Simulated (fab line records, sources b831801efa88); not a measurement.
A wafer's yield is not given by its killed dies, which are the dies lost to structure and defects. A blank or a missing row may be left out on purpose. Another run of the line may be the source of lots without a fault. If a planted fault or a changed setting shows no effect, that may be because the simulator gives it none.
A lot that was struck, set against a sound lot -- flow sky130 -- 16 out of 708 route steps
Sound: wafers L813.1, L813.2, L813.5. The struck wafers were L824.3, L824.5, L824.6. The cause is given at the end.
Each step with rows lists, per side, the tool, then ch with its chambers, then its first start. Under that, the readings that differ: sound wafers -- struck wafers -- difference of the means -- sigmas: that difference in standard deviations of wafers without a fault.
alike: same words and numbers on both sides, and readings whose means sit less than 2 such deviations apart. not compared: any withheld reading, any reading some wafer has no value for, any bound like >300 that may hide the same value, and any number with overlapping values for which the record gives no deviation.
A row with sigmas, a row that says differs or no value, or rows on one side alone: a step with any of these is where the two part. Numbers that have no deviation but don't overlap get no sigmas and don't part them. Lack of a reading on every wafer of one side parts them only where that side has two or more wafers.

first, 4 steps without rows for these wafers: SKY_LDD_LDN_SOFTBAKE_03 (time 60 s); SKY_LDD_LDN_EXPOSE_04 (exposes mask LDNTM, target cd 700 nm); SKY_LDD_LDN_PEB_05; SKY_LDD_LDN_DEVELOP_06 (develop time 60 s).
SKY_LDD_LDN_OVL_MEAS_07:
  struck on overlay-01, day 27 16:52; sound on overlay-02, day 23 21:05
  alike: LDD_LDN_OVL
then, 4 steps without rows for these wafers: SKY_LDD_LDN_IMPLANT_08; SKY_LDD_LDN_IMPLANT_09; SKY_LDD_LDN_IMPLANT_10; SKY_LDD_LDN_IMPLANT_11.
SKY_LDD_LDN_STRIP_12: strips in O2/N2.
  sound on plasma_asher-02 ch 0,1, day 23 21:43; struck on plasma_asher-02 ch 0,1, day 27 17:31
  alike: drypump_motor_current_A, n2_flow_sccm, oes_product_au, strip_time_to_endpoint_s
  not compared: rf_hours_counter_h
SKY_LDD_LDN_TW_MEAS_13:
  struck on film_metro-01, day 27 17:37; sound on film_metro-03, day 23 21:49
  alike: LDD_LDN_TW
then, 1 step without rows for these wafers: SKY_LDD_LDN_CLEAN_14 (cleans in SC1/SC2, time 150 s).
SKY_SPACER_CVD_00: deposits Si3N4 from DCS/NH3, target thk 43.1 nm, time 740 s.
  sound on lpcvd-02 ch 0, day 24 00:15; struck on lpcvd-02 ch 0, day 27 17:42
reading,sound,struck,difference,sigmas
model.Si3N4_of_SPACER_CVD_00.thk_nm (nm),42.86 43.05 43.32,79.31 79.4 79.34,+36.27,
SKY_SPACER_THK_MEAS_01:
  struck on film_metro-01, day 27 18:55; sound on film_metro-01, day 24 01:28
reading,sound,struck,difference,sigmas
SPACER_CVD_00_THK (nm),42.9 43.0 43.3,79.3 79.4 79.4,+36.3,+84
SKY_SPACER_ETCHBACK_02: etches Si3N4 in CH3F/O2, stops on SiO2, time 46.7 s, target depth 45 nm.
  sound on rie_diel-02 ch 0,1,3, day 24 01:31; struck on rie_diel-03 ch 0,1,3, day 27 18:58
reading,sound,struck,difference,sigmas
bias_w (W),79.65 79.84 80.07,79.89 80.53 80.83,+0.56,+2
oes_product_au (a.u.),0.848 0.848 0.856,0.998 0.993 1.023,+0.154,+25
model.etch.depth_nm (nm),42.86 43.05 43.32,55.92 55.12 57.4,+13.07,
  alike: drypump_motor_current_A, throttle_valve_pct
  not compared: rf_hours_counter_h
-- the record jumps here: 21 days lie between the struck wafers' starts before and after (it left off in module SPACER and takes up again in module PAD_OPEN, whose first step shown is number 708 of the route) --
SKY_PAD_OPEN_PROBE_99:
  struck on prober-01, day 49 02:34; sound on prober-01, day 46 12:18
reading,sound,struck,difference,sigmas
killed_at_front_end,12 14 16,418 421 428,+408,+99 or more
killed_dies,79 79 88,492 492 492,+410,+47
killed_on_rim,11 22 16,96 96 96,+80,+23
  alike: killed_at_M0_to_M3, killed_at_M4_up, killed_at_contacts, killed_at_other, killed_open, killed_short

WHERE THEY PART
First at SKY_SPACER_THK_MEAS_01; last, within this record, at SKY_PAD_OPEN_PROBE_99.

WHY: the cause the simulator had injected
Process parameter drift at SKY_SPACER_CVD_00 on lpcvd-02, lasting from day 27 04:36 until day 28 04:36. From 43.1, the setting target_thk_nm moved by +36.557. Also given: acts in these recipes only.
